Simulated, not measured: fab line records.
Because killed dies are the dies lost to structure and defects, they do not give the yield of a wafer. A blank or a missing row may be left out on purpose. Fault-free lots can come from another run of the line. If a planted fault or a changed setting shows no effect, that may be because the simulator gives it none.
Chamber matching || flow gf180mcu || cmp-02 running GF_V5_CMP_26: 4 sister chambers
The step polishes, stops on SiO2, t overpolish 15 s, target thk 0 nm. 4 wafers are shown with their chamber, then 7 later ones without.

WAFERS PAIRED WITH THEIR CHAMBERS
{"wafer": "L537.2", "chamber": 3, "timeToEndpointS (s)": 85}
{"wafer": "L543.1", "chamber": 1, "timeToEndpointS (s)": 83}
{"wafer": "L543.2", "chamber": 2, "timeToEndpointS (s)": 87}
{"wafer": "L546.5", "chamber": 0, "timeToEndpointS (s)": 80}

WAFERS WITHOUT THEIR CHAMBER
{"wafer": "L546.6", "timeToEndpointS (s)": 83}
{"wafer": "L548.1", "timeToEndpointS (s)": 75}
{"wafer": "L548.2", "timeToEndpointS (s)": 77}
{"wafer": "L548.4", "timeToEndpointS (s)": 80}
{"wafer": "L555.1", "timeToEndpointS (s)": 78}
{"wafer": "L555.3", "timeToEndpointS (s)": 86}
{"wafer": "L555.6", "timeToEndpointS (s)": 81}

WHICH CHAMBER EACH ONE RAN IN
{"wafer": "L546.6", "from the rows above": "can't be placed: 1 or 3 or 0 or 2", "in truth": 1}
{"wafer": "L548.1", "from the rows above": "can't be placed: 0 or 1", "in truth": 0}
{"wafer": "L548.2", "from the rows above": "can't be placed: 0 or 1", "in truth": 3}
{"wafer": "L548.4", "from the rows above": "can't be placed: 0 or 1", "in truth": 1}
{"wafer": "L555.1", "from the rows above": "can't be placed: 0 or 1", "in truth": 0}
{"wafer": "L555.3", "from the rows above": "can't be placed: 2 or 3 or 1", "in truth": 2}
{"wafer": "L555.6", "from the rows above": "can't be placed: 0 or 1 or 3", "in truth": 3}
Correctly placed: 0 of 7. From these rows, 7 cannot be placed; in 6 the true chamber is one of the candidates. Number placed wrongly: 0.
How it was worked out, from the rows above alone: a wafer's distance from a chamber is the root of the sum, over the readings, of the square of ((its reading less the chamber's mean) divided by the reading's scatter). The wafer belongs to the nearest chamber; if the next one is less than 2 further off, it can't be placed. Each chamber's mean is taken over the wafers shown for it. The scatter: root of mean squared gap, hidden wafer to nearest shown wafer, with one shown wafer a chamber.
